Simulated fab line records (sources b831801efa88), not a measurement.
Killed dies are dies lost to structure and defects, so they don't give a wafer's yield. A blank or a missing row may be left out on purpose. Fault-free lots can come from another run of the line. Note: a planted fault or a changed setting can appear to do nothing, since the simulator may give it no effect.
Which tool is to blame? | flow gf180mcu | 14 lots with 42 wafers sampled at 4 steps, on a route of 602 steps

## WHAT THE GAUGES READ, wafer by wafer
GF_VT_IMPLANT_TW_MEAS_43.
lot  | measured     | on            | VT_IMPLANT_4_TW
L989 | day 7 20:13  | film metro-03 | 686 687 688
L990 | day 8 03:15  | film metro-04 | 677 679 678
L991 | day 8 11:51  | film metro-04 | 678 679 681
L993 | day 8 22:09  | film metro-04 | 679 679 681
L995 | day 9 17:03  | film metro-03 | 679 683 681
L996 | day 9 19:34  | film metro-03 | 683 680 683
L997 | day 10 01:40 | film metro-01 | 703 701 701
L101 | day 11 10:22 | film metro-03 | 688 694 691
L107 | day 13 05:18 | film metro-01 | 699 699 700
L109 | day 13 13:33 | film metro-03 | 693 694 690
L110 | day 13 18:31 | film metro-04 | 693 692 688
L111 | day 14 04:50 | film metro-03 | 690 690 687

## WHAT TOOL EACH LOT RAN ON (gives the tool, then ch and the chambers of the sampled wafers, and finally the start)
lot  | GF_STI_EXPOSE_09                 | GF_MVSD_STRIP_10                     | GF_VT_IMPLANT_STRIP_09
L989 | krf scanner-01 ch 0, day 2 00:54 | plasma asher-03 ch 0,1, day 4 16:16  | plasma asher-04 ch 0,1, day 5 21:59
L990 | krf scanner-01 ch 0, day 2 06:43 | plasma asher-03 ch 0,1, day 4 21:44  | plasma asher-03 ch 0,1, day 6 04:01
L991 | krf scanner-02 ch 0, day 2 11:46 | plasma asher-01 ch 0,1, day 5 05:14  | plasma asher-04 ch 0,1, day 6 10:41
L993 | krf scanner-01 ch 0, day 2 21:00 | plasma asher-03 ch 0,1, day 5 15:26  | plasma asher-03 ch 0,1, day 6 21:22
L995 | krf scanner-02 ch 0, day 3 07:40 | plasma asher-03 ch 0,1, day 6 06:17  | plasma asher-01 ch 0,1, day 7 13:48
L996 | krf scanner-02 ch 0, day 3 12:34 | plasma asher-03 ch 0,1, day 6 10:05  | plasma asher-03 ch 0, day 7 17:28
L997 | krf scanner-01 ch 0, day 3 16:52 | plasma asher-03 ch 0,1, day 6 14:54  | plasma asher-03 ch 0,1, day 7 22:24
L101 | krf scanner-02 ch 0, day 4 13:56 | plasma asher-01 ch 0,1, day 7 18:01  | plasma asher-01 ch 0,1, day 9 03:33
L103 | krf scanner-02, day 4 23:17      | -                                    | -
L104 | krf scanner-01, day 5 05:53      | -                                    | -
L107 | krf scanner-01 ch 0, day 5 21:35 | plasma asher-02 ch 0,1, day 9 05:34  | plasma asher-01 ch 0,1, day 10 18:12
L109 | krf scanner-01 ch 0, day 6 06:40 | plasma asher-01 ch 1, day 9 13:42    | plasma asher-01 ch 0,1, day 11 02:24
L110 | krf scanner-02 ch 0, day 6 11:28 | plasma asher-02 ch 0,1, day 9 17:27  | plasma asher-01 ch 0,1, day 11 05:56
L111 | krf scanner-01 ch 0, day 6 17:56 | plasma asher-02 ch 0,1, day 10 01:43 | plasma asher-04 ch 0,1, day 11 16:08
- GF_STI_EXPOSE_09: exposes mask COMP, target cd 220 nm.
- GF_MVSD_STRIP_10: strips in O2/N2.
- GF_VT_IMPLANT_STRIP_09: strips in O2/N2.

## AS READ BY THE TOOLS THEMSELVES (means over the sampled wafers that have a number; for cases with no such wafer, the mark the record gives instead)
GF_STI_EXPOSE_09.
lot  | tool           | exposure dose mJ cm2 | focus offset nm (nm)
L989 | krf scanner-01 | 27.992               | 0.1
L990 | krf scanner-01 | 28.022               | -0.1
L991 | krf scanner-02 | 27.970               | -0.2
L993 | krf scanner-01 | 28.021               | -0.6
L995 | krf scanner-02 | 28.001               | -0.1
L996 | krf scanner-02 | 27.993               | -0.3
L997 | krf scanner-01 | 27.965               | 0.1
L101 | krf scanner-02 | 27.963               | -0.6
L103 | krf scanner-02 | -                    | -
L104 | krf scanner-01 | -                    | -
L107 | krf scanner-01 | 28.014               | 0.2
L109 | krf scanner-01 | 28.027               | 0.5
L110 | krf scanner-02 | 27.965               | 0.1
L111 | krf scanner-01 | 27.981               | -0.4

GF_MVSD_STRIP_10.
lot  | tool            | drypump motor current A (A) | heater power w (W) | n2 flow sccm (sccm) | oes product au (a.u.) | strip time to endpoint s (s)
L989 | plasma asher-03 | 5.6                         | 387                | 299.2               | 0.726                 | 36.85
L990 | plasma asher-03 | 5.5                         | 383                | 299.4               | 0.719                 | 36.95
L991 | plasma asher-01 | 6.0                         | 382                | 301.1               | 0.726                 | 37.00
L993 | plasma asher-03 | 5.7                         | 387                | 300.7               | 0.727                 | 37.14
L995 | plasma asher-03 | 5.5                         | 380                | 299.6               | 0.720                 | 37.11
L996 | plasma asher-03 | 5.6                         | 387                | 300.3               | 0.726                 | 37.03
L997 | plasma asher-03 | 5.7                         | 391                | 299.8               | 0.721                 | 36.89
L101 | plasma asher-01 | 6.0                         | 380                | 300.3               | 0.724                 | 36.84
L107 | plasma asher-02 | 6.3                         | 338                | 299.4               | 0.724                 | 37.03
L109 | plasma asher-01 | 5.4                         | 347                | 300.2               | 0.724                 | 37.04
L110 | plasma asher-02 | 6.3                         | 334                | 299.5               | 0.717                 | 36.80
L111 | plasma asher-02 | 6.3                         | 331                | 300.4               | 0.722                 | 36.94

GF_VT_IMPLANT_STRIP_09.
lot  | tool            | drypump motor current A (A) | heater power w (W) | n2 flow sccm (sccm) | oes product au (a.u.) | strip time to endpoint s (s)
L989 | plasma asher-04 | 6.3                         | 324                | 299.5               | 0.715                 | 12.64
L990 | plasma asher-03 | 5.6                         | 388                | 300.6               | 0.717                 | 12.64
L991 | plasma asher-04 | 6.3                         | 326                | 300.1               | 0.714                 | 12.61
L993 | plasma asher-03 | 5.7                         | 386                | 299.2               | 0.714                 | 12.64
L995 | plasma asher-01 | 6.0                         | 385                | 299.0               | 0.716                 | 12.61
L996 | plasma asher-03 | 5.4                         | 380                | 301.0               | 0.711                 | 12.66
L997 | plasma asher-03 | 5.7                         | 388                | 300.2               | 0.713                 | 12.69
L101 | plasma asher-01 | 5.7                         | 358                | 300.6               | 0.710                 | 12.64
L107 | plasma asher-01 | 6.0                         | 379                | 299.9               | 0.721                 | 12.70
L109 | plasma asher-01 | 6.0                         | 372                | 300.3               | 0.719                 | 12.61
L110 | plasma asher-01 | 6.0                         | 386                | 300.1               | 0.716                 | 12.67
L111 | plasma asher-04 | 6.3                         | 321                | 299.8               | 0.716                 | 12.58

## THE ANSWER, worked out from the rows above alone
Rule: the lots themselves supply what counts as usual. The widest of any qualifying gaps counts: lots, ordered by their means at a reading, are off when they make up no more than a third of the lots, leave a main group of 4 or more, and stand apart from it by 3 or more times the standard deviation of that group's means. Not used: any main group whose means are identical at the precision the tables above print for the reading. Also off: a lot with no number at a reading for which 4 or more lots have one. Where the step has rows for the other lots, those lots are counted as sound. After the gauges, taken in route order, come the tools' own readings; for these a lot's mean is taken, as printed above. The first step at which some lot is off is used, and at that step the reading that is off furthest; a lot without a number counts as furthest.
Off at GF_STI_EXPOSE_09 (exposure dose mJ cm2): L103, L104. Without a number there: L103, L104. Main group: mean 27.993, sd 0.023.
If a tool, at that step or one of the process steps before it, ran each lot that is off and ran no sound lot following the first of them, it fits. Not one of the candidates tried fits.

## WHAT THE SIMULATOR PUT IN
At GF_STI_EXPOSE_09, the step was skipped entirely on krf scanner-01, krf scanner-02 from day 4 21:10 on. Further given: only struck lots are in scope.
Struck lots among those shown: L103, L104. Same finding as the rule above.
